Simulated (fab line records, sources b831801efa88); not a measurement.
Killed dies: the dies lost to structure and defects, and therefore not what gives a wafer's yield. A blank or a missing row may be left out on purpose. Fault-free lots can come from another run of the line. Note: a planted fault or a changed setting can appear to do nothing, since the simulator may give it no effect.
Problem report, 8D (eight disciplines) form, completed by code    flow sky130    the parts of the form that need people (team, actions taken, sign-off) are left out

## 1. WHAT IS WRONG
Mean of ramp-down-c-per-s at SKY_SD_N_RTA_14: 36.001 across 6 wafers in 2 lots; on wafers with no fault it is 90.001 (standard deviation 0.015). That is -99 or more standard deviations from the usual mean.
The step: time 2 s.
Seen first at day 32 08:10 on rtp-anneal-01, wafer L277.3. Wafers with a number at this step in the record: 18, from 6 lots. The rule behind "out" and "out of limits": a value lying over 4 standard deviations away from the usual mean. Any other wafer with a number is counted as sound.

## 2. WHAT IT IS, AND WHAT IT ISN'T
question                     is                      is not
which readings at this step  ramp-down-c-per-s       lamp-power-pct, wafer_temp_C_max
which lots                   L277, L279              L265, L273, L284, L286
which wafers of those lots   all that have a number  -
read on which tools          rtp-anneal-01           rtp-anneal-02
when                         from day 32 08:10       up to then (6 sound wafers); but 6 sound wafers of L284, L286 came after

## 3. WHAT RULES OUT EACH SUSPECT
Counting: a tool stays on the suspect list if, at a process step up to the reading, it processed all lots that are out and no sound lot following the first of them.
- plasma-asher-01 at SKY_SD_N_STRIP_11 (strips in O2/N2): ruled out as a lasting fault. Sound lots L286 ran on it after its first lot that is out, L277 (day 32 07:58).
- rtp-anneal-01 at SKY_SD_N_RTA_14 (time 2 s): kept. Every lot that is out went through it, starting with L277 (day 32 08:10), and after that it ran no sound lot; the last sound lot it ran before then is L265 (day 28 05:13). Its own readings are out on those wafers: ramp-down-c-per-s.
After counting, what remains is rtp-anneal-01 at SKY_SD_N_RTA_14.

## 4. THE CAUSE (what the simulator had put in)
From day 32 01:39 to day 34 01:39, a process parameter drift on rtp-anneal-01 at SKY_SD_N_RTA_14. Setting ramp-down-c-per-s shifted by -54 from 90. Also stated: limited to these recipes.
After counting, this tool was the only one left.

## 5. THE EFFECT CHAIN, in route order
Rows list readings where the struck wafers' mean (over those with a number) sits beyond 3 standard deviations from the usual. Readings are gone through only where the record gives a usual standard deviation; hours: the median, over the lots, of the time from a lot's start at the first step in this table giving one to that lot's start at this step; sigmas: the change measured in usual standard deviations.
hours  step             reading            usual   on struck wafers  change   sigmas
0      SKY_SD_N_RTA_14  ramp-down-c-per-s  90.001  36.001            -54.000  -99 or more
Its process steps:
- SKY_SD_N_RTA_14: time 2 s.

## 6. WHAT WOULD HAVE CAUGHT IT SOONER
7 hours passed between the start of the fault at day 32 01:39 and the first reading out of limits in this record, taken at day 32 08:10.
